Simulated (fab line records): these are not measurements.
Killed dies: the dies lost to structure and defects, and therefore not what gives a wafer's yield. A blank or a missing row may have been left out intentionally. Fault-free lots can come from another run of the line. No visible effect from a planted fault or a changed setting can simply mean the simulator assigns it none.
Code-filled problem report in 8D (eight disciplines) form | flow gf180mcu | the parts of the form that need people (team, actions taken, sign-off) are left out

== 1. PROBLEM STATEMENT ==
Mean of run_length_s at GF_STI_WET_ETCH_26: 141 s over 3 wafers from 1 lot, against 217 s (standard deviation 3.5) on wafers with no fault. That puts it -22 standard deviations away from the usual mean.
The step: etches SiO2 in dHF, target depth 94 nm, time 188 s.
Seen first at day 5 19:47 on wet_bench-02, wafer L364.1. At this step, 39 wafers from 13 lots have a number in the record. By rule, "out" or "out of limits" means more than 4 standard deviations away from the usual mean. The rest of the wafers with a number are treated as sound.

== 2. WHAT THIS IS AND IS NOT ==
question                    | is                     | is not
which readings at this step | run_length_s           | -
which lots                  | L364                   | L348, L349, L350, L351, L352, L355, L358, L359, L366, L367, L368, L369
which wafers of those lots  | all that have a number | -
read on which tools         | wet_bench-02           | wet_bench-01, wet_bench-04
when                        | from day 5 19:47       | up to then (24 sound wafers); but 12 sound wafers of L366, L367, L368, L369 came after

== 3. THE SUSPECTS, EACH WITH WHAT RULES IT OUT ==
Counting: a tool at any process step up to the reading remains a suspect when it ran all the lots that are out and ran no sound lot after the first of those.
- wet_bench-02 at GF_STI_WET_ETCH_26 (etches SiO2 in dHF, target depth 94 nm, time 188 s): ruled out as a lasting fault. After its first lot that is out, L364 (day 5 19:47), sound lots L366 ran on it.
Left after counting: nothing in the record.

== 4. THE CAUSE (what the simulator had put in) ==
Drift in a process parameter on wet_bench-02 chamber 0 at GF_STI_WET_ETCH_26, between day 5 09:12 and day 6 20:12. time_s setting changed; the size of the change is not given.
Counting ruled it out, wrongly.

== 5. THE EFFECT CHAIN, in route order ==
Each row: a reading where the mean over the struck wafers with a number is more than 3 standard deviations away from the usual. Only readings whose record carries a usual standard deviation are examined. hours: median over the lots of the time between each lot's start at the first step of this table that gives one and its start at this step. sigmas: the change, counted in usual standard deviations.
hours | step               | reading      | usual | on struck wafers | change | sigmas
0     | GF_STI_WET_ETCH_26 | run_length_s | 217 s | 141              | -76    | -22
Its process steps:
- GF_STI_WET_ETCH_26: etches SiO2 in dHF, target depth 94 nm, time 188 s.

== 6. WHAT WOULD HAVE CAUGHT IT SOONER ==
11 hours passed between the start of the fault at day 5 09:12 and the first reading out of limits in this record, taken at day 5 19:47.
